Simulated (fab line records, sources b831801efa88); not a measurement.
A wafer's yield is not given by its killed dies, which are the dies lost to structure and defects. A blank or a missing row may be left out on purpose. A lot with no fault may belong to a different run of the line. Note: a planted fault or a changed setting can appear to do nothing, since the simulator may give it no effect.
A struck lot beside a sound one / flow sky130 / 17 out of 708 route steps
Sound: wafers L456.1, L456.2, L456.5. Wafers L461.2, L461.3, L461.4 were the ones struck. The cause comes at the end.
Order at every step that has rows: each side's tool, ch and its chambers, its first start. Under that, the readings that differ: sound wafers / struck wafers / difference of the means / sigmas: that difference in standard deviations of wafers without a fault.
alike: same words and numbers on both sides, and readings whose means sit less than 2 such deviations apart. not compared: any withheld reading, any reading some wafer has no value for, any bound like >300 that may hide the same value, and any number with overlapping values for which the record gives no deviation.
The two part at a step that has a row with sigmas, a row that says differs or no value, or rows on one side only. Numbers that don't overlap but have no deviation are shown without sigmas and don't part them. Lack of a reading on every wafer of one side parts them only where that side has two or more wafers.

SKY_VT_ADJUST_LVTN_OVL_MEAS_07:
  struck on overlay-01, day 10 06:05; sound on overlay-02, day 8 21:35
  alike: VT_ADJUST_LVTN_OVL
following that, these wafers have no rows for 1 step: SKY_VT_ADJUST_LVTN_IMPLANT_08.
SKY_VT_ADJUST_LVTN_STRIP_09: strips in O2/N2.
  sound on plasma-asher-03 ch 0,1, day 8 21:46; struck on plasma-asher-03 ch 0,1, day 10 06:16
  alike: drypump-motor-current-A, oes-product-au, strip-time-to-endpoint-s
  not compared: rf-hours-counter-h
SKY_VT_ADJUST_LVTN_TW_MEAS_10:
  struck on film-metro-02, day 10 06:22; sound on film-metro-02, day 8 21:52
  alike: VT_ADJUST_LVTN_TW
then, 7 steps without rows for these wafers: SKY_VT_ADJUST_LVTN_DEHYDRATE_11 (time 60 s); SKY_VT_ADJUST_LVTN_HMDS_12 (prime time 60 s); SKY_VT_ADJUST_LVTN_COAT_13 (resist thk 1140 nm); SKY_VT_ADJUST_LVTN_SOFTBAKE_14 (time 60 s); SKY_VT_ADJUST_LVTN_EXPOSE_15 (exposes mask HVN STD DERIVED, target cd 600 nm); SKY_VT_ADJUST_LVTN_PEB_16; SKY_VT_ADJUST_LVTN_DEVELOP_17 (develop time 60 s).
SKY_VT_ADJUST_LVTN_OVL_MEAS_18:
  struck on overlay-02, day 11 04:50; sound on overlay-01, day 9 19:46
  alike: VT_ADJUST_LVTN_01_OVL
SKY_VT_ADJUST_LVTN_IMPLANT_19:
  sound on implanter-04 ch 0, day 9 19:48; struck on implanter-01 ch 0, day 11 04:53
reading=dose-ions-cm2; sound=6.495e+11 6.495e+11 6.498e+11; struck=4.106e+11 4.099e+11 4.102e+11; difference=-2.394e+11; sigmas=-99 or more
reading=faraday-current-uA; sound=3.65 3.80 3.63; struck=2.35 2.34 2.42; difference=-1.32; sigmas=-17
SKY_VT_ADJUST_LVTN_STRIP_20: strips in O2/N2.
  sound on plasma-asher-01 ch 0,1, day 9 19:57; struck on plasma-asher-01 ch 0,1, day 11 05:01
  alike: drypump-motor-current-A, oes-product-au, strip-time-to-endpoint-s
  not compared: rf-hours-counter-h
SKY_VT_ADJUST_LVTN_TW_MEAS_21:
  struck on film-metro-03, day 11 05:07; sound on film-metro-03, day 9 20:03
reading=VT_ADJUST_LVTN_2_TW; sound=186.6 186.5 186.5; struck=164.4 163.6 164.8; difference=-22.3; sigmas=-17
then, 1 step without rows for these wafers: SKY_VT_ADJUST_NCORE_DEHYDRATE_00 (time 60 s).
-- record jumps: 38 days separate the struck wafers' starts on either side; left off in module VT_ADJUST_NCORE, taken up again in module PAD_OPEN, whose first shown step is the route's number 708 --
SKY_PAD_OPEN_PROBE_99:
  struck on prober-02, day 48 21:28; sound on prober-01, day 47 17:43
reading=model.etest.res-pwell-under-gate.rs-ohm-sq; sound=2307 2297 2294; struck=2337 2339 2346; difference=+41; sigmas=
reading=model.etest.nfet_16v.drive-ua-um; sound=224.1 217.9 222.4; struck=228.1 227.9 230.6; difference=+7.4; sigmas=
reading=model.etest.nfet-g5v0d10v5.body-rise-v (V); sound=0.6709 0.6892 0.673; struck=0.641 0.6424 0.6362; difference=-0.038; sigmas=
reading=model.etest.nfet_16v.body-rise-v (V); sound=0.6591 0.68 0.6676; struck=0.6326 0.6361 0.6271; difference=-0.0370; sigmas=
reading=model.etest.nfet-g5v0d10v5.vt-sat-v (V); sound=0.7557 0.7714 0.7502; struck=0.7398 0.7353 0.7246; difference=-0.0259; sigmas=
reading=model.etest.nfet-g5v0d10v5.vt-v (V); sound=0.8135 0.8301 0.8084; struck=0.8023 0.7967 0.7837; difference=-0.0231; sigmas=
reading=model.etest.nfet_16v.vt-v (V); sound=0.7544 0.7752 0.7582; struck=0.7415 0.7478 0.7335; difference=-0.0217; sigmas=
reading=model.etest.nfet-g5v0d10v5.vt-long-v (V); sound=0.7992 0.8173 0.7968; struck=0.7875 0.7921 0.7779; difference=-0.0186; sigmas=
  alike: killed_at_M0_to_M3, killed_at_M4_up, killed-at-contacts, killed-at-front-end, killed-at-other, killed-dies, killed-open, killed-short

## WHERE THEY PART
First at SKY_VT_ADJUST_LVTN_IMPLANT_19; last, within this record, at SKY_VT_ADJUST_LVTN_TW_MEAS_21. Later steps at which nothing parts them and some readings are alike: SKY_PAD_OPEN_PROBE_99.

WHY: the cause the simulator had injected
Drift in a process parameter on implanter-01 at SKY_VT_ADJUST_LVTN_IMPLANT_19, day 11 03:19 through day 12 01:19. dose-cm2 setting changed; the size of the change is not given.
